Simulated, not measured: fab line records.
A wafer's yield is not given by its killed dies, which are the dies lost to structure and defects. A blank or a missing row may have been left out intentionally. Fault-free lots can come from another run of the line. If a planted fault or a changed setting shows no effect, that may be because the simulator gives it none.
Chamber matching | flow sky130 | SKY_FIELD_ISO_ETCH_14 on rie_diel-02 has 4 sister chambers
The step etches BARC in N2/H2, stops on SiO2, time 45.9 s, target depth 60 nm. 8 wafers are shown with their chamber, then 11 later ones without.

== EACH WAFER AND ITS CHAMBER ==
wafer  | chamber | oes_product_au (a.u.) | throttle_valve_pct (%)
L852.2 | 0       | 0.855                 | 13.228
L854.1 | 3       | 0.870                 | 13.224
L854.4 | 1       | 0.863                 | 13.236
L854.5 | 1       | 0.865                 | 13.226
L862.1 | 0       | 0.864                 | 13.246
L862.4 | 2       | 0.858                 | 13.228
L862.6 | 2       | 0.862                 | 13.218
L863.3 | 3       | 0.858                 | 13.236

== WAFERS MISSING THEIR CHAMBER ==
wafer  | oes_product_au (a.u.) | throttle_valve_pct (%)
L863.4 | 0.872                 | 13.222
L863.6 | 0.862                 | 13.231
L868.1 | 0.868                 | 13.222
L868.3 | 0.865                 | 13.222
L868.6 | 0.861                 | 13.231
L869.2 | 0.866                 | 13.221
L869.5 | 0.874                 | 13.221
L869.6 | 0.862                 | 13.218
L870.2 | 0.866                 | 13.210
L870.3 | 0.860                 | 13.223
L870.5 | 0.862                 | 13.219

== WHICH CHAMBER EACH WENT THROUGH ==
wafer  | from the rows above               | in truth
L863.4 | can't be placed: 3 or 1 or 2 or 0 | 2
L863.6 | can't be placed: 1 or 3 or 0 or 2 | 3
L868.1 | can't be placed: 3 or 1 or 2 or 0 | 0
L868.3 | can't be placed: 3 or 2 or 1 or 0 | 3
L868.6 | can't be placed: 1 or 3 or 0 or 2 | 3
L869.2 | can't be placed: 3 or 2 or 1 or 0 | 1
L869.5 | can't be placed: 3 or 1 or 2 or 0 | 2
L869.6 | can't be placed: 2 or 3 or 1 or 0 | 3
L870.2 | can't be placed: 2 or 3 or 1 or 0 | 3
L870.3 | can't be placed: 2 or 3 or 1 or 0 | 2
L870.5 | can't be placed: 2 or 3 or 1 or 0 | 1
Correctly placed: 0 of 11. Cannot be placed on the basis of these rows: 11; the candidates contain the true chamber in 11. Placed wrongly: 0.
How it was worked out, from the rows above alone: a wafer's distance from a chamber is the root of the sum, over the readings, of the square of ((its reading less the chamber's mean) divided by the reading's scatter). If the next closest chamber is less than 2 further off than the closest, the wafer can't be placed; otherwise it belongs to the closest. For every chamber, the mean is computed from those of its wafers that are shown. The scatter: the root of (the sum of the squares of (reading less its chamber's mean) over the shown wafers, divided by (wafers less chambers)).
